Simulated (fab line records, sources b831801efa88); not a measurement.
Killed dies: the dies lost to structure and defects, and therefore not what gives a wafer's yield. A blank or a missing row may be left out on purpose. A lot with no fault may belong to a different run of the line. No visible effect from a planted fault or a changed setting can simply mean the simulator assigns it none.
Chamber matching | flow gf180mcu | cmp-01 running GF_V3_CMP_26: 4 sister chambers
The step polishes, stops on SiO2, t overpolish 15 s, target thk 0 nm. 8 wafers are shown with their chamber, then 12 later ones without.

== EACH WAFER AND ITS CHAMBER ==
wafer  | chamber | motor current A (A) | overpolish run s (s)
L083.3 | 1       | 9.9                 | 15.000
L083.6 | 2       | 11.3                | 15.010
L087.2 | 2       | 11.0                | 14.996
L087.3 | 3       | 9.3                 | 15.003
L087.5 | 0       | 11.5                | 15.002
L089.1 | 1       | 9.5                 | 14.996
L089.2 | 0       | 12.1                | 14.992
L089.6 | 3       | 9.5                 | 15.000

== WAFERS WITH NO CHAMBER GIVEN ==
wafer  | motor current A (A) | overpolish run s (s)
L092.1 | 10.5                | 14.998
L092.2 | 9.4                 | 15.002
L092.4 | 9.7                 | 14.998
L094.2 | 12.2                | 15.010
L094.3 | 11.4                | 15.008
L094.6 | 9.2                 | 15.004
L095.1 | 9.1                 | 14.987
L095.4 | 9.8                 | 14.993
L095.6 | 9.7                 | 15.002
L097.1 | 11.2                | 14.986
L097.2 | 11.4                | 15.001
L097.4 | 8.8                 | 14.994

== EACH ONE'S CHAMBER ==
wafer  | from the rows above          | in truth
L092.1 | can't be placed: 2 or 1 or 3 | 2
L092.2 | can't be placed: 3 or 1      | 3
L092.4 | can't be placed: 1 or 3      | 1
L094.2 | can't be placed: 0 or 2      | 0
L094.3 | can't be placed: 2 or 0      | 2
L094.6 | can't be placed: 3 or 1      | 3
L095.1 | can't be placed: 3 or 1      | 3
L095.4 | can't be placed: 1 or 3      | 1
L095.6 | can't be placed: 1 or 3      | 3
L097.1 | can't be placed: 2 or 0      | 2
L097.2 | can't be placed: 2 or 0      | 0
L097.4 | can't be placed: 3 or 1      | 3
Placed correctly: 0 of 12. From these rows, 12 cannot be placed; in 12 the true chamber is one of the candidates. Placed wrongly: 0.
How it was worked out, from the rows above alone: a wafer's distance from a chamber is the root of the sum, over the readings, of the square of ((its reading less the chamber's mean) divided by the reading's scatter). If the next closest chamber is less than 2 further off than the closest, the wafer can't be placed; otherwise it belongs to the closest. A chamber's mean is the mean of its shown wafers. The scatter: the root of (the sum of the squares of (reading less its chamber's mean) over the shown wafers, divided by (wafers less chambers)).
